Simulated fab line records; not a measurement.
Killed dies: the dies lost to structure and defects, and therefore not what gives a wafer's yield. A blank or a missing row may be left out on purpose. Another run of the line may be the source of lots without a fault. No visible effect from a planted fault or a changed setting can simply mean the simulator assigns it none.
A lot that was struck, set against a sound lot ; flow sky130 ; 37 out of 708 route steps
Sound: the wafers L533.1, L533.4, L533.5. Struck: wafers L541.2, L541.5, L541.6. The cause comes at the end.
Each step with rows lists, per side, the tool, then ch with its chambers, then its first start. Under that, the readings that differ: sound wafers ; struck wafers ; difference of the means ; sigmas: that difference in standard deviations of wafers without a fault.
alike: readings with means less than 2 such deviations apart, plus words and numbers identical on both sides. not compared: withheld readings, readings lacking a value on some wafer, bounds such as >300 that could conceal the same value, and numbers that have no deviation in the record and whose values overlap.
Wherever a step has rows on one side only, a row that says differs or no value, or a row with sigmas, the two part there. Non-overlapping numbers with no deviation appear without sigmas and do not part them. A reading missing from all wafers of one side parts the sides only when that side holds two or more wafers.

first, 10 steps without rows for these wafers: SKY_DNWELL_DEVELOP_06 (develop time 60 s); SKY_DNWELL_IMPLANT_07; SKY_DNWELL_STRIP_08 (strips in O2/N2); SKY_PWDE_DEHYDRATE_00 (time 60 s); SKY_PWDE_HMDS_01 (prime time 60 s); SKY_PWDE_COAT_02 (resist thk 3000 nm); SKY_PWDE_SOFTBAKE_03; SKY_PWDE_EXPOSE_04 (exposes mask PWDEM, target cd 840 nm); SKY_PWDE_PEB_05; SKY_PWDE_DEVELOP_06 (develop time 60 s).
SKY_PWDE_IMPLANT_08:
  sound on implanter-03 ch 0, day 4 14:16; struck on implanter-03 ch 0, day 6 14:29
reading;sound;struck;difference;sigmas
beam_on_s (s);9.80 9.98 10.23;14.78 14.03 14.30;+4.37;+22
faraday_current_uA;20.7 20.4 19.8;13.7 14.4 14.1;-6.2;-16
then, 1 step without rows for these wafers: SKY_PWDE_STRIP_09 (strips in O2/N2).
SKY_PWDE_TW_MEAS_10:
  sound on film_metro-04 at day 4 14:31; struck on film_metro-04 at day 6 14:43
reading;sound;struck;difference;sigmas
PWDE_TW;376.7 376.0 375.1;417.2 414.8 417.8;+40.7;+16
then, 22 steps without rows for these wafers: SKY_NWELL_DEHYDRATE_03 (time 60 s); SKY_NWELL_HMDS_04 (prime time 60 s); SKY_NWELL_COAT_05 (resist thk 3000 nm); SKY_NWELL_SOFTBAKE_06; SKY_NWELL_EXPOSE_07 (exposes mask NWM, target cd 840 nm); SKY_NWELL_PEB_08; SKY_NWELL_DEVELOP_09 (develop time 60 s); SKY_NWELL_IMPLANT_11; SKY_NWELL_IMPLANT_12; SKY_NWELL_IMPLANT_13; SKY_NWELL_STRIP_14 (strips in O2/N2); SKY_NWELL_DEHYDRATE_16 (time 60 s); SKY_NWELL_HMDS_17 (prime time 60 s); SKY_NWELL_COAT_18 (resist thk 3000 nm); SKY_NWELL_SOFTBAKE_19; SKY_NWELL_EXPOSE_20 (exposes mask NWM COMPLEMENT, target cd 840 nm); SKY_NWELL_PEB_21; SKY_NWELL_DEVELOP_22 (develop time 60 s); SKY_NWELL_IMPLANT_24; SKY_NWELL_STRIP_25 (strips in O2/N2); SKY_NWELL_CLEAN_27 (cleans in SC1/SC2, time 150 s); SKY_NWELL_RTA_28 (time 30 s).
SKY_NWELL_RS_MEAS_31: measurement is done with a four-point probe.
  sound on film_metro-04 at day 6 03:07; struck on film_metro-02 at day 8 07:11
reading;sound;struck;difference;sigmas
PWDE_RS (ohm/sq);5231 5229 5256;3998 4005 4013;-1233;-56
-- the record jumps here: 40 days lie between the struck wafers' starts before and after (it left off in module NWELL and takes up again in module PAD_OPEN, whose first step shown is number 708 of the route) --
SKY_PAD_OPEN_PROBE_99:
  sound on prober-01 at day 46 11:12; struck on prober-01 at day 48 16:15
reading;sound;struck;difference;sigmas
model.etest.res_p_drift_20v.line_ohm_um;1.126e+04 1.152e+04 1.166e+04;7776 8026 7931;-3569;
model.etest.res_p_drift_20v.rs_ohm_sq;9428 9716 9799;6409 6640 6505;-3130;
model.etest.res_pwde_under_gate.rs_ohm_sq;6194 6134 6186;4446 4430 4456;-1727;
  alike: killed_at_M0_to_M3, killed_at_M4_up, killed_at_contacts, killed_at_front_end, killed_at_other, killed_dies, killed_open, killed_short

WHERE THEY PART
First at SKY_PWDE_IMPLANT_08; last, within this record, at SKY_NWELL_RS_MEAS_31. Later steps at which nothing parts them and some readings are alike: SKY_PAD_OPEN_PROBE_99.

WHY: what the simulator had put in
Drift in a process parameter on implanter-03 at SKY_PWDE_IMPLANT_08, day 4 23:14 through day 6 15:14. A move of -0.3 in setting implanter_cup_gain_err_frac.
